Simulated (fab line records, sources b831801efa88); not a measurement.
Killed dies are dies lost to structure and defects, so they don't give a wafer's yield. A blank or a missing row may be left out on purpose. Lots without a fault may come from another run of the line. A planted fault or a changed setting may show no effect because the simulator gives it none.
Which tool did it? | flow gf180mcu | 12 lots, 36 wafers sampled, at 1 step of a route of 602

WHAT THE GAUGES READ, wafer by wafer
GF_CONTACT_THK_MEAS_03.
lot  | measured     | on            | CONTACT_CVD_02_THK (nm)
L075 | day 15 13:40 | film_metro-01 | 845 858 865
L077 | day 16 04:02 | film_metro-04 | 835 852 868
L079 | day 16 20:56 | film_metro-04 | 842 860 862
L081 | day 17 17:28 | film_metro-03 | 841 845 848
L083 | day 18 09:37 | film_metro-01 | 862 885 870
L085 | day 19 01:05 | film_metro-03 | 863 894 861
L087 | day 19 17:54 | film_metro-04 | 866 852 878
L089 | day 21 05:11 | film_metro-01 | 851 867 849
L091 | day 21 21:11 | film_metro-01 | 852 850 858
L093 | day 22 14:39 | film_metro-01 | 838 856 861
L095 | day 23 01:59 | film_metro-04 | 856 847 844
L097 | day 23 16:19 | film_metro-01 | 846 856 864

WHICH TOOL RAN EACH LOT (tool, then ch and the chambers of the sampled wafers, then the start)
The record holds no process step before these readings.

THE ANSWER, worked out from the rows above alone
Rule: what is usual is taken from the lots themselves. Put in order of their means at a reading, lots are off if they are a third of the lots or fewer, leave a main group of 4 or more, and stand apart from it by a gap of 3 or more times the standard deviation of the main group's means; of several such gaps the widest counts. A main group whose means are all the same, to the digits that the tables above print for the reading, isn't used. A lot without any number at a reading at which 4 lots or more have one is off too. The other lots that the step has rows for count as sound.
No lot is off at any reading shown: from this, nothing can be told.

WHAT THE SIMULATOR HAD PUT IN
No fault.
